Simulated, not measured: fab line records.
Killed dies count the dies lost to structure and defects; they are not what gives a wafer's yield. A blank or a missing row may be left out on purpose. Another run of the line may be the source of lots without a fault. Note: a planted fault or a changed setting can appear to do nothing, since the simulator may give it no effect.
Matching of chambers || flow sky130 || 3 sister chambers for SKY_CAP2M_CVD_00 on pecvd-04
The step deposits SiO2, target thk 15.5 nm. 16 wafers are shown with their chamber, then 8 later ones without.

== WAFERS WITH THEIR CHAMBER ==
{"wafer": "L075.2", "chamber": 1, "heaterPowerW (W)": 887}
{"wafer": "L075.4", "chamber": 1, "heaterPowerW (W)": 896}
{"wafer": "L075.5", "chamber": 2, "heaterPowerW (W)": 744}
{"wafer": "L076.1", "chamber": 2, "heaterPowerW (W)": 796}
{"wafer": "L076.4", "chamber": 2, "heaterPowerW (W)": 799}
{"wafer": "L076.5", "chamber": 1, "heaterPowerW (W)": 831}
{"wafer": "L079.3", "chamber": 0, "heaterPowerW (W)": 702}
{"wafer": "L079.5", "chamber": 1, "heaterPowerW (W)": 883}
{"wafer": "L079.6", "chamber": 2, "heaterPowerW (W)": 808}
{"wafer": "L082.1", "chamber": 0, "heaterPowerW (W)": 818}
{"wafer": "L082.2", "chamber": 2, "heaterPowerW (W)": 701}
{"wafer": "L082.3", "chamber": 1, "heaterPowerW (W)": 887}
{"wafer": "L085.3", "chamber": 1, "heaterPowerW (W)": 772}
{"wafer": "L085.4", "chamber": 0, "heaterPowerW (W)": 834}
{"wafer": "L085.5", "chamber": 1, "heaterPowerW (W)": 775}
{"wafer": "L086.1", "chamber": 1, "heaterPowerW (W)": 800}

SIGNATURES (averages over the wafers above)
{"reading": "heaterPowerW", "chamber 0": 784.67, "chamber 1": 841.38, "chamber 2": 769.60, "scatter within a chamber": 54.6}
Rule: distance of a wafer from a chamber = root of the sum over the readings of ((wafer's reading minus chamber's mean) / reading's scatter) squared. If the next closest chamber is less than 2 further off than the closest, the wafer can't be placed; otherwise it belongs to the closest. How the scatter is found: for the shown wafers, subtract from each reading the mean of its chamber, square and add these, divide the total by (wafers less chambers), then take the root.

== WAFERS WITHOUT THEIR CHAMBER ==
{"wafer": "L086.2", "heaterPowerW (W)": 734}
{"wafer": "L086.4", "heaterPowerW (W)": 729}
{"wafer": "L089.2", "heaterPowerW (W)": 811}
{"wafer": "L089.4", "heaterPowerW (W)": 842}
{"wafer": "L089.5", "heaterPowerW (W)": 744}
{"wafer": "L094.1", "heaterPowerW (W)": 837}
{"wafer": "L094.4", "heaterPowerW (W)": 778}
{"wafer": "L094.5", "heaterPowerW (W)": 820}

== CHAMBER TAKEN BY EACH ==
{"wafer": "L086.2", "from the rows above": "can't be placed: 2 or 0 or 1", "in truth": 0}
{"wafer": "L086.4", "from the rows above": "can't be placed: 2 or 0 or 1", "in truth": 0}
{"wafer": "L089.2", "from the rows above": "can't be placed: 0 or 1 or 2", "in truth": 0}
{"wafer": "L089.4", "from the rows above": "can't be placed: 1 or 0 or 2", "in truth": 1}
{"wafer": "L089.5", "from the rows above": "can't be placed: 2 or 0 or 1", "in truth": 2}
{"wafer": "L094.1", "from the rows above": "can't be placed: 1 or 0 or 2", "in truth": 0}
{"wafer": "L094.4", "from the rows above": "can't be placed: 0 or 2 or 1", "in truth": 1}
{"wafer": "L094.5", "from the rows above": "can't be placed: 1 or 0 or 2", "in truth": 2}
Correctly placed: 0 of 8. These rows do not allow placing 8 (true chamber among the candidates in 8). Placed wrongly: 0.
